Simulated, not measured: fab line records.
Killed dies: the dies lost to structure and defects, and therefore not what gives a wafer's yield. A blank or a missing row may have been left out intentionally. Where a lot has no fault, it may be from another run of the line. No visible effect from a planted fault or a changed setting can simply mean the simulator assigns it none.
Code-filled problem report in 8D (eight disciplines) form    flow gf180mcu    the parts of the form that need people (team, actions taken, sign-off) are left out

## 1. WHAT WENT WRONG
Across 9 wafers from 3 lots, NSD_RS at GF_PSD_RS_MEAS_14 averages 43.55 ohm/sq, while fault-free wafers read 46.14 ohm/sq with a standard deviation of 0.09. Relative to the usual mean, that is a shift of -29 standard deviations.
The step: measures by four-point-probe.
First seen on wafer L554.4, day 19 21:38, on filmMetro-04. The record holds 36 wafers of 12 lots with a number at this step. The rule behind "out" and "out of limits": a value lying over 4 standard deviations away from the usual mean. The rest of the wafers with a number are treated as sound.

## 2. WHAT IT IS AND WHAT IT IS NOT
question                     is                          is not
which readings at this step  NSD_RS                      -
which lots                   L554, L555, L556            L539, L540, L541, L542, L544, L547, L551, L559, L562
which wafers of those lots   all that have a number      -
read on which gauges         filmMetro-02, filmMetro-04  filmMetro-01
when                         from day 19 21:38           up to then (21 sound wafers); but 6 sound wafers of L559, L562 came after

## 3. THE SUSPECTS, EACH WITH WHAT RULES IT OUT
Counting: any tool at a process step up to the reading is kept as a suspect provided that every lot that is out went through it and no sound lot did after the first of them.
- the gauge at GF_PSD_RS_MEAS_14 is ruled out. 2 gauges (filmMetro-02, filmMetro-04) read the wafers that are out.
- rtpAnneal-02 at GF_PSD_RTA_13 (time 20 s): kept. Every lot that is out went through it, starting with L554 (day 19 21:32), and after that it ran no sound lot; the last sound lot it ran before then is L551 (day 18 13:25). On those wafers its own readings are out: runLengthS.
Remaining after the count: rtpAnneal-02 at GF_PSD_RTA_13.

## 4. THE CAUSE (what the simulator had put in)
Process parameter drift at GF_PSD_RTA_13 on rtpAnneal-02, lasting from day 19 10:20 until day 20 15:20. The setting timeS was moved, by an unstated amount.
After counting, this tool was the only one left.

## 5. THE CHAIN OF EFFECTS, in route order
One row per reading whose mean, taken over the struck wafers that have a number, lies over 3 standard deviations from the usual. Scope: only readings with a usual standard deviation given in the record; hours: median across lots of the time from each lot's start at the first step in this table that gives one to its start at this step; sigmas: change in usual standard deviations.
hours  step               reading     usual          on struck wafers  change  sigmas
0      GF_PSD_RTA_13      runLengthS  48.85 s        62.35             +13.50  +68
0      GF_PSD_RS_MEAS_14  NSD_RS      46.14 ohm/sq   43.55             -2.59   -29
2      GF_PSD_RS_MEAS_15  PSD_RS      108.53 ohm/sq  103.29            -5.24   -21
Its process steps:
- GF_PSD_RTA_13: time 20 s.
Later steps that measure or inspect, where all struck wafers having a row at the step show a number for every such reading and not one has moved that far: GF_SAB_OVL_MEAS_10.

## 6. HOW IT WOULD HAVE BEEN CAUGHT EARLIER
Counted from the fault's start at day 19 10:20, it took 11 hours until the first out-of-limits reading at a measuring or inspecting step in this record, taken at day 19 21:38.
Tool's own readings at GF_PSD_RTA_13, runLengthS: out on all struck wafers the step has rows for; an alarm limit on them would have tripped on the first.
Lots out: 3; of these, L555, L556 started GF_PSD_RTA_13 on rtpAnneal-02 after day 19 21:38. A hold on the tool at that time would have spared those 2.
